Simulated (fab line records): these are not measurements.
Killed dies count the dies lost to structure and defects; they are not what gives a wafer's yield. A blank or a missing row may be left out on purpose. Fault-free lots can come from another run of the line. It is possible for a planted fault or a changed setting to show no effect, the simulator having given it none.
fab line records	flow sky130
record: lots: 6	wafers: 18	lastDay: 50
route steps=708 shown CAPM@545 METAL3@555 PAD_OPEN@708
lots that met no fault: from a run of the same line without faults
startH: the number of hours between the record's first day and the start of the first shown wafer of the lot	waitH: time in hours since the lot's previous step	" as in the row above	L1.1+2: several wafers, shown together as one row	- no value, or no start given	* or withheld: withheld	< > ~ a bound
route shown NAME@n: NAME is a module with steps in the file, n the number in the route of the first one	usual: the fault-free wafers' mean and standard deviation	same: alike in all rows	chamber/n: place in a boat	sites: readings site by site	_std_site: the values' standard deviation	_edge_site: inner sites' mean taken away from outer sites' mean	radiusMm: for every site, how far away it sits from the centre of the wafer	mask NAME#n: copy n	behind: the most recent tool/chamber to have shaped the wafer	hold: reason for holding the lot/hours on hold/outcome of the hold	device: the n, p or np transistor that did not switch	end of line: at the end of the route, the tests of the same wafers	a step with no rows: only its recipe	killed: dies that structure and defects cost at the first sort, which is not the same as the wafer's yield	map: a wafer's dies, x killed, . not, _ none there
set.NAME: the setting the step ran with; set.NAME@STEP: the setting that earlier step ran with	model.NAME: the simulator's own value behind a step, which no gauge read
certain route steps with their lots: each step a table, each wafer a row
services: when a tool's chamber went out of use (startH, in hours from the record's first day, below 0 if earlier), for how many hours, and the reason
== steps ==
step: SKY_CAPM_SOFTBAKE_08
recipe: tempC: 90	timeS: 60	resist: NOVOLAK
step: SKY_CAPM_EXPOSE_09
recipe: maskId: CAPM	na: 0.6	sourceShape: conventional	sigmaOuter: 0.6	polarization: unpolarized	targetCdNm: 1000	doseMj: 159
step: SKY_CAPM_PEB_10
recipe: tempC: withheld	timeS: *	resist: NOVOLAK
step: SKY_CAPM_DEVELOP_11
recipe: resist: NOVOLAK	developer: TMAH	developTimeS: 60	devTempC: 23
step: SKY_CAPM_OVL_MEAS_12
usual: CAPM_OVL: 0.1/1.5
lot.wafer	tool	chamber	startH	waitH	CAPM_OVL[nm]
L171.1	overlay-01	-	912.02	0.1	1.6
L171.2	"	-	"	"	0.5
L171.6	"	-	"	"	1.0
L173.2	overlay-02	-	930.81	0.1	1.1
L173.4	"	-	"	"	0.5
L173.5	"	-	"	"	1.9
L176.3	overlay-01	-	950.11	0.1	1.3
L176.4	"	-	"	"	0.9
L176.5	"	-	"	"	0.7
L185.2	overlay-02	-	1011.68	0.1	-2.6
L185.3	"	-	"	"	-3.2
L185.5	"	-	"	"	-1.9
L186.2	overlay-02	-	1035.11	0.1	0.0
L186.3	"	-	"	"	-1.2
L186.6	"	-	"	"	1.2
L188.2	overlay-01	-	1036.28	0.1	0.7
L188.4	"	-	"	"	1.6
L188.6	"	-	"	"	2.1
step: SKY_CAPM_METAL_ETCH_13
recipe: targetDepthNm: 220	stopOn: SiO2	chemistry: Cl2/BCl3	target: TiN	pressureMtorr: 10	icpW: 900	biasW: 49.79	Cl2_flow_sccm: 60	bcl3FlowSccm: 30	timeS: 62.9
usual: drypumpMotorCurrentA: 5.8/0.35	oesProductAu: 0.944/0.0073	throttleValvePct: 21.899/0.01
lot.wafer	tool	chamber	startH	waitH	drypumpMotorCurrentA	oesProductAu	rfHoursCounterH	throttleValvePct
L171.1	rieMetal-02	0	912.05	0.0	5.6	0.945	9	21.905
L171.2	"	1	"	"	6.0	0.955	3	21.891
L171.6	"	1	"	"	6.0	0.945	-	21.878
L173.2	rieMetal-04	0	930.84	0.0	6.3	0.936	11	21.900
L173.4	"	0	"	"	6.3	0.943	-	21.900
L173.5	"	1	"	"	6.0	0.935	-	21.897
L176.3	rieMetal-02	0	950.16	0.0	5.6	0.950	-	21.907
L176.4	"	1	"	"	6.0	0.951	-	21.902
L176.5	"	1	"	"	6.0	0.949	-	21.877
L185.2	rieMetal-01	1	1011.71	0.0	5.3	0.942	17	21.893
L185.3	"	1	"	"	5.3	0.931	-	21.897
L185.5	"	0	"	"	5.5	0.933	-	21.904
L186.2	rieMetal-01	0	1035.16	0.0	5.4	0.942	-	21.899
L186.3	"	0	"	"	5.4	0.952	-	21.904
L186.6	"	0	"	"	5.4	0.951	-	21.911
L188.2	rieMetal-02	1	1036.31	0.0	6.0	0.938	10	21.881
L188.4	"	1	"	"	6.0	0.941	-	21.913
L188.6	"	1	"	"	6.0	0.938	-	21.907
step: SKY_CAPM_STRIP_14
recipe: chemistry: O2/N2	powerW: 1400	pressureMtorr: 1500	platenTempC: withheld	o2FlowSccm: 3000	n2FlowSccm: 300	overashFraction: 0.5
usual: drypumpMotorCurrentA: 5.8/0.51	oesProductAu: 0.710/0.0049	stripTimeToEndpointS: 12.63/0.036
lot.wafer	tool	chamber	startH	waitH	drypumpMotorCurrentA	oesProductAu	rfHoursCounterH	stripTimeToEndpointS
L171.1	plasmaAsher-03	1	912.13	0.1	6.5	0.710	100	12.65
L171.2	"	0	"	"	5.5	0.711	100	12.66
L171.6	"	0	"	"	5.5	0.717	-	12.64
L173.2	plasmaAsher-04	1	930.91	0.1	5.1	0.709	50	12.61
L173.4	"	0	"	"	6.1	0.705	-	12.67
L173.5	"	1	"	"	5.1	0.706	-	12.64
L176.3	plasmaAsher-01	1	950.25	0.1	6.4	0.701	-	12.62
L176.4	"	0	"	"	5.5	0.715	-	12.63
L176.5	"	1	"	"	6.4	0.706	-	12.62
L185.2	plasmaAsher-04	0	1011.78	0.1	6.1	0.701	59	12.65
L185.3	"	1	"	"	5.1	0.710	-	12.62
L185.5	"	1	"	"	5.2	0.709	-	12.70
L186.2	plasmaAsher-01	0	1035.29	0.1	5.5	0.709	95	12.60
L186.3	"	1	"	"	6.4	0.706	-	12.63
L186.6	"	1	"	"	6.4	0.713	-	12.60
L188.2	plasmaAsher-01	1	1036.39	0.1	6.5	0.698	96	12.64
L188.4	"	1	"	"	6.4	0.714	-	12.62
L188.6	"	0	"	"	5.5	0.718	-	12.63
step: SKY_CAPM_STRIP_15
recipe: chemistry: postEtchResidueRemover	timeS: 1200	tempC: 72.5
step: SKY_CAPM_CLEAN_16
recipe: chemistry: IPA	timeS: 180	tempC: 25
step: SKY_CAPM_CLEAN_17
recipe: chemistry: O3/DIW	dry: n2Spin
step: SKY_METAL3_DEHYDRATE_05
recipe: tempC: 200	timeS: 60
step: SKY_METAL3_HMDS_06
recipe: primeTimeS: 60	primeTempC: 120
step: SKY_METAL3_COAT_07
recipe: resist: BARC	tempC: withheld	timeS: withheld	spinRpm: 3000	resistThkNm: 60
usual: exhaustPa: 45.1/0.75	spinSpeedRpm: 2999.8/1.8
lot.wafer	tool	chamber	startH	waitH	exhaustPa	spinSpeedRpm
L171.1	lithoTrack-03	0	925.74	0.1	45.5	3002.6
L171.2	"	0	"	"	45.3	3000.0
L171.6	"	0	"	"	44.4	2999.3
L173.2	lithoTrack-01	0	942.23	0.1	45.1	2444.3
L173.4	"	0	"	"	44.2	2443.0
L173.5	"	0	"	"	44.6	2443.6
L176.3	lithoTrack-01	0	961.30	0.1	44.4	2443.2
L176.4	"	0	"	"	45.1	2442.8
L176.5	"	0	"	"	44.0	2442.6
L185.2	lithoTrack-04	0	1024.05	0.1	45.6	2997.8
L185.3	"	0	"	"	45.4	2999.1
L185.5	"	0	"	"	44.1	3000.6
L186.2	lithoTrack-01	0	1047.63	0.1	45.0	2999.5
L186.3	"	0	"	"	46.2	2999.2
L186.6	"	0	"	"	45.0	2998.7
L188.2	lithoTrack-03	0	1049.01	0.1	46.1	2999.9
L188.4	"	0	"	"	44.7	3000.3
L188.6	"	0	"	"	45.0	2998.4
step: SKY_METAL3_COAT_08
recipe: resist: KrF-thick	spinRpm: 3000	resistThkNm: 1140
step: SKY_METAL3_SOFTBAKE_09
recipe: tempC: 100	timeS: 90	resist: KrF-thick
step: SKY_METAL3_EXPOSE_10
recipe: maskId: MM3	na: 0.68	sourceShape: annular	sigmaInner: 0.4	sigmaOuter: 0.8	targetCdNm: 300	doseMj: 28
step: SKY_METAL3_PEB_11
recipe: pebTempC: withheld	pebTimeS: withheld	resist: KrF-thick
step: SKY_METAL3_DEVELOP_12
recipe: developTimeS: 60	resist: KrF-thick	devTempC: 21
step: SKY_METAL3_CD_MEAS_13
recipe: targetCdNm: 300
usual: cdNm: 299.7/1.3
lot.wafer	tool	chamber	startH	waitH	cdNm
L171.1	cdSem-02	-	936.59	-	301.9
L171.2	"	-	"	"	301.9
L171.6	"	-	"	"	302.0
L173.2	cdSem-02	-	956.16	-	297.3
L173.4	"	-	"	"	298.2
L173.5	"	-	"	"	298.1
L176.3	cdSem-01	-	974.23	-	299.4
L176.4	"	-	"	"	299.9
L176.5	"	-	"	"	297.5
L185.2	cdSem-02	-	1034.82	-	301.3
L185.3	"	-	"	"	300.8
L185.5	"	-	"	"	300.7
L186.2	cdSem-02	-	1058.66	-	297.7
L186.3	"	-	"	"	296.4
L186.6	"	-	"	"	297.4
L188.2	cdSem-01	-	1059.71	-	298.8
L188.4	"	-	"	"	299.4
L188.6	"	-	"	"	299.0
step: SKY_METAL3_OVL_MEAS_14
usual: METAL3_OVL: 0/5.2
lot.wafer	tool	chamber	startH	waitH	METAL3_OVL[nm]
L171.1	overlay-01	-	936.71	0.1	1
L171.2	"	-	"	"	0
L171.6	"	-	"	"	-4
L173.2	overlay-02	-	956.26	0.1	2
L173.4	"	-	"	"	11
L173.5	"	-	"	"	6
L176.3	overlay-01	-	974.32	0.1	0
L176.4	"	-	"	"	0
L176.5	"	-	"	"	-3
L185.2	overlay-02	-	1034.93	0.1	-7
L185.3	"	-	"	"	-2
L185.5	"	-	"	"	-5
L186.2	overlay-01	-	1058.77	0.1	-6
L186.3	"	-	"	"	-5
L186.6	"	-	"	"	-1
L188.2	overlay-02	-	1059.81	0.1	10
L188.4	"	-	"	"	13
L188.6	"	-	"	"	10
step: SKY_METAL3_DESCUM_15
recipe: chemistry: O2	sourcePowerW: 150	biasPowerW: 0	pressureMtorr: 10	tempC: 40	timeS: 8
usual: drypumpMotorCurrentA: 5.9/0.34	oesProductAu: 0.997/0.0084
lot.wafer	tool	chamber	startH	waitH	drypumpMotorCurrentA	oesProductAu	rfHoursCounterH
L171.1	rieMetal-03	1	936.74	0.0	6.4	1.005	13
L171.2	"	0	"	"	5.5	0.997	18
L171.6	"	0	"	"	5.4	0.997	-
L173.2	rieMetal-02	1	956.29	0.0	6.0	1.003	5
L173.4	"	0	"	"	5.6	1.007	-
L173.5	"	0	"	"	5.6	1.003	-
L176.3	rieMetal-03	0	974.35	0.0	5.5	0.992	-
L176.4	"	1	"	"	6.4	0.995	-
L176.5	"	1	"	"	6.4	0.996	-
L185.2	rieMetal-04	0	1034.96	0.0	6.3	1.011	16
L185.3	"	1	"	"	6.0	1.007	-
L185.5	"	1	"	"	6.0	1.005	-
L186.2	rieMetal-03	0	1058.80	0.0	5.4	0.997	2
L186.3	"	0	"	"	5.4	0.997	-
L186.6	"	0	"	"	5.4	0.998	-
L188.2	rieMetal-02	1	1059.84	0.0	6.0	0.988	11
L188.4	"	1	"	"	6.0	0.999	-
L188.6	"	0	"	"	5.6	0.997	-
step: SKY_METAL3_ETCH_16
recipe: chemistry: N2/H2	target: BARC	ionEnergyEv: 200	biasW: 100	pressureMtorr: 30	n2FlowSccm: 100	h2FlowSccm: 200	icpW: 500	stopOn: SiO2	timeS: 88.2	targetDepthA: 600
usual: drypumpMotorCurrentA: 5.9/0.34	oesProductAu: 0.625/0.0045	throttleValvePct: 13.204/0.0091
lot.wafer	tool	chamber	startH	waitH	drypumpMotorCurrentA	oesProductAu	rfHoursCounterH	throttleValvePct	model.etch.depthNm
L171.1	rieMetal-03	1	936.77	0.0	6.4	0.626	13	13.195	60.11
L171.2	"	0	"	"	5.5	0.632	18	13.216	60.07
L171.6	"	0	"	"	5.5	0.614	-	13.208	60.01
L173.2	rieMetal-02	1	956.32	0.0	6.0	0.646	5	13.222	66.7
L173.4	"	0	"	"	5.6	0.647	-	13.190	66.58
L173.5	"	0	"	"	5.6	0.650	-	13.206	66.74
L176.3	rieMetal-03	0	974.41	0.0	5.5	0.653	-	13.204	66.72
L176.4	"	1	"	"	6.4	0.644	-	13.226	66.65
L176.5	"	1	"	"	6.4	0.644	-	13.201	66.65
L185.2	rieMetal-04	0	1034.99	0.0	6.3	0.631	16	13.217	60.16
L185.3	"	1	"	"	6.0	0.631	-	13.197	60.12
L185.5	"	1	"	"	6.0	0.626	-	13.214	59.96
L186.2	rieMetal-03	0	1058.83	0.0	5.5	0.626	2	13.211	59.85
L186.3	"	0	"	"	5.5	0.637	-	13.195	60.19
L186.6	"	0	"	"	5.5	0.620	-	13.209	59.9
L188.2	rieMetal-02	1	1059.87	0.0	6.0	0.620	11	13.206	60.12
L188.4	"	1	"	"	6.0	0.620	-	13.222	59.97
L188.6	"	0	"	"	5.6	0.626	-	13.199	59.92
step: SKY_METAL3_ETCH_17
recipe: target: SiO2	stopOn: TiN	chemistry: C4F8/O2/Ar	sourceW: 1500	biasW: 1200	pressureMtorr: 40	c4f8FlowSccm: withheld	O2_flow_sccm: 6	Ar_flow_sccm: 300	timeS: 3.9	targetDepthA: 150
usual: oesProductAu: 0.748/0.007
lot.wafer	tool	chamber	startH	waitH	oesProductAu	rfHoursCounterH
L171.1	rieDiel-04	3	936.87	0.1	0.745	5
L171.2	"	0	"	"	0.740	11
L171.6	"	0	"	"	0.749	-
L173.2	rieDiel-02	0	956.42	0.1	0.745	21
L173.4	"	0	"	"	0.756	-
L173.5	"	3	"	"	0.745	-
L176.3	rieDiel-02	0	974.47	0.0	0.748	21
L176.4	"	1	"	"	0.751	6
L176.5	"	0	"	"	0.754	-
L185.2	rieDiel-04	1	1035.09	0.1	0.743	13
L185.3	"	0	"	"	0.753	14
L185.5	"	3	"	"	0.742	-
L186.2	rieDiel-02	1	1058.93	0.1	0.735	9
L186.3	"	3	"	"	0.740	10
L186.6	"	1	"	"	0.750	-
L188.2	rieDiel-02	2	1059.97	0.1	0.757	16
L188.4	"	1	"	"	0.760	9
L188.6	"	2	"	"	0.759	-
step: SKY_PAD_OPEN_PROBE_99
usual: defectLimitedYield: 82.5/1.8	killed_at_M0_to_M3: 43/5.9	killed_at_M4_up: 3.3/1.9	killedAtContacts: 24/5.6	killedAtFrontEnd: 15/4.1	killedAtOther: 0.4/0.66	killedDies: 86/9	killedOpen: 47/6.9	killedShort: 39/6.2	sort_bin_3_pad_short: 0.9/0.45	sort_bin_5_function: 10.3/1.4	sort_bin_6_memory: 6.3/1.2	sortNPass: 406/9	sortYieldPct: 82.5/1.8
same: grossDies: 492	killedAtBackSide: 0	sort_bin_4_leakage[%]: 0	sort_bin_8_speed[%]: 0
lot.wafer	tool	chamber	startH	waitH	defectLimitedYield[%]	killed_at_M0_to_M3	killed_at_M4_up	killedAtContacts	killedAtFrontEnd	killedAtOther	killedDies	killedOpen	killedShort	sort_bin_3_pad_short[%]	sort_bin_5_function[%]	sort_bin_6_memory[%]	sortNPass	sortYieldPct[%]
L173.2	prober-01	-	1120.33	0.1	83.1	45	1	18	19	0	83	38	45	1.2	12.0	3.7	409	83.1
L173.4	prober-01	-	1120.43	0.2	78.3	42	3	32	27	3	107	61	44	0.6	13.4	7.7	385	78.3
L173.5	prober-01	-	1120.48	0.2	77.4	58	2	38	12	1	111	58	53	1.4	13.6	7.5	381	77.4
L188.2	prober-01	-	1200.40	0.1	86.2	35	3	19	11	0	68	40	28	1.0	6.7	6.1	424	86.2
L188.4	prober-01	-	1200.50	0.2	84.1	41	2	22	13	0	78	46	32	0.8	8.1	6.9	414	84.1
L188.6	prober-01	-	1200.60	0.2	83.7	40	1	24	15	0	80	41	39	1.0	9.6	5.7	412	83.7
killed by level:class
L173.2 VIA1:geometricParticle:open=10 METAL1:geometricParticle:short=10 CONTACT:geometricParticle:open=7 POLY_GATE:geometricParticle:open=6 METAL2:geometricParticle:short=5 METAL3:geometricParticle:short=5 VIA3:geometricParticle:short=5 FIELD_ISO:geometricParticle:short=4
L173.4 CONTACT:geometricParticle:open=13 VIA1:geometricParticle:open=11 LI_CONTACT:geometricParticle:open=9 FIELD_ISO:geometricParticle:short=8 POLY_GATE:geometricParticle:open=6 METAL1:geometricParticle:short=5 FIELD_ISO:geometricParticle:open=4 LOCAL_INTERCONNECT:geometricParticle:short=4
L173.5 CONTACT:geometricParticle:open=16 METAL1:geometricParticle:short=11 VIA2:geometricParticle:open=11 LI_CONTACT:geometricParticle:open=9 VIA1:geometricParticle:open=9 METAL2:geometricParticle:short=8 CONTACT:geometricParticle:short=5 LOCAL_INTERCONNECT:geometricParticle:short=4
L188.2 VIA1:geometricParticle:open=12 CONTACT:geometricParticle:open=9 LI_CONTACT:geometricParticle:open=6 FIELD_ISO:geometricParticle:short=5 VIA3:geometricParticle:open=4 FIELD_ISO:geometricParticle:open=3 METAL3:geometricParticle:short=3 VIA2:geometricParticle:short=3
L188.4 CONTACT:geometricParticle:open=13 VIA1:geometricParticle:open=7 VIA1:geometricParticle:short=5 LI_CONTACT:geometricParticle:open=5 VIA2:geometricParticle:open=5 VIA2:geometricParticle:short=5 VIA3:geometricParticle:open=5 POLY_GATE:geometricParticle:open=4
L188.6 VIA3:geometricParticle:open=8 POLY_GATE:geometricParticle:short=7 LI_CONTACT:geometricParticle:open=7 VIA1:geometricParticle:open=7 VIA2:geometricParticle:open=7 LOCAL_INTERCONNECT:geometricParticle:short=5 CONTACT:geometricParticle:open=5 LI_CONTACT:geometricParticle:short=4
== services ==
tool	chamber	startH	hours	kind
rieMetal-03	0	891.24	5.5	repair
rieMetal-02	-	899.17	2.8	pm
rieDiel-04	-	903.27	0.1	repair
rieMetal-01	0	905.86	4.1	repair
rieMetal-01	-	908.66	3.4	repair
rieDiel-04	2	913.45	8.2	repair
rieMetal-01	0	913.69	-	clean
rieMetal-01	0	913.69	17.4	scheduledDown
rieDiel-02	2	933.70	23.4	repair
rieMetal-04	-	944.86	15.6	pm
rieMetal-01	-	952.88	0.2	repair
plasmaAsher-01	-	958.02	2.6	repair
plasmaAsher-01	-	963.67	7.7	repair
plasmaAsher-03	-	983.04	53.2	repair
rieDiel-02	1	989.71	32.2	repair
rieMetal-03	0	1009.62	-	clean
rieMetal-03	0	1009.62	15.5	scheduledDown
rieMetal-03	0	1009.62	15.5	ventCycle
rieMetal-01	1	1024.74	18.7	repair
rieMetal-03	-	1044.60	2.8	pm
rieDiel-04	1	1047.02	8.6	repair
rieDiel-04	0	1048.07	8.1	repair
plasmaAsher-04	-	1050.20	9.9	repair
plasmaAsher-03	-	1055.34	9.0	pm
== key ==
firstSign: step: SKY_METAL3_COAT_07	reading: spinSpeedRpm	direction: down	sigmas: 99+	usual: 2999.8	struck: 2443.3
effect: step: SKY_METAL3_ETCH_16	reading: oesProductAu	direction: up	sigmas: 4.8	usual: 0.625	struck: 0.647
modelEffect: step: SKY_METAL3_ETCH_16	value: etch.depthNm	without: 60.19	struck: 66.67
metAt SKY_METAL3_COAT_07
struckWafers L173.2,L173.4,L173.5,L176.3,L176.4,L176.5
fault: kind: processParameterDrift	tool: lithoTrack-01	chamber: -	onsetH: 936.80	steps: SKY_METAL3_COAT_07	channel: spinRpm	offset: -555.18	shape: step	endH: 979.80	actsIn: theseRecipesOnly	stated: 3000
